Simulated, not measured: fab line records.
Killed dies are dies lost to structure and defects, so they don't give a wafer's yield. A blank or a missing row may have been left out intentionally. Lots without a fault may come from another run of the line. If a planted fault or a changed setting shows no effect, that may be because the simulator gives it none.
Which tool did it? :: flow gf180mcu :: 7 lots, 21 wafers sampled, at 2 steps of a route of 602

== WHAT THE GAUGES READ, wafer by wafer ==
GF_V5_THK_MEAS_01.
lot: L245
measured: day 27 01:19
on: filmMetro-03
V5_CVD_00_THK (nm): 303 300 301

lot: L247
measured: day 27 16:41
on: filmMetro-03
V5_CVD_00_THK (nm): 300 294 299

lot: L250
measured: day 28 12:26
on: filmMetro-02
V5_CVD_00_THK (nm): 292 298 291

lot: L258
measured: day 31 03:00
on: filmMetro-01
V5_CVD_00_THK (nm): 298 299 301

lot: L261
measured: day 31 18:19
on: filmMetro-02
V5_CVD_00_THK (nm): 296 295 296

lot: L263
measured: day 32 05:56
on: filmMetro-02
V5_CVD_00_THK (nm): 293 299 298

lot: L266
measured: day 32 18:53
on: filmMetro-03
V5_CVD_00_THK (nm): 300 299 300

== EACH LOT AND THE TOOL THAT RAN IT (in order: tool; ch and the chambers of the sampled wafers; start) ==
lot: L245
GF_DUAL_GATE_DEVELOP_10: lithoTrack-03 ch 0, day 8 22:20

lot: L247
GF_DUAL_GATE_DEVELOP_10: lithoTrack-04 ch 0, day 9 13:01

lot: L250
GF_DUAL_GATE_DEVELOP_10: lithoTrack-03 ch 0, day 10 08:44

lot: L258
GF_DUAL_GATE_DEVELOP_10: lithoTrack-03 ch 0, day 12 17:53

lot: L261
GF_DUAL_GATE_DEVELOP_10: lithoTrack-04 ch 0, day 13 13:58

lot: L263
GF_DUAL_GATE_DEVELOP_10: lithoTrack-04 ch 0, day 14 03:31

lot: L266
GF_DUAL_GATE_DEVELOP_10: lithoTrack-02 ch 0, day 14 22:33
- GF_DUAL_GATE_DEVELOP_10: develop time 60 s.

== THE ANSWER, worked out from the rows above alone ==
Rule: what is usual is taken from the lots themselves. Put in order of their means at a reading, lots are off if they are a third of the lots or fewer, leave a main group of 4 or more, and stand apart from it by a gap of 3 or more times the standard deviation of the main group's means; of several such gaps the widest counts. A main group is skipped when, at the precision printed for the reading in the tables above, its means are all equal. Also off: a lot with no number at a reading for which 4 or more lots have one. All remaining lots with rows at the step are treated as sound.
None of the lots is off at any reading shown; this tells nothing.

== WHAT WAS PUT IN BY THE SIMULATOR ==
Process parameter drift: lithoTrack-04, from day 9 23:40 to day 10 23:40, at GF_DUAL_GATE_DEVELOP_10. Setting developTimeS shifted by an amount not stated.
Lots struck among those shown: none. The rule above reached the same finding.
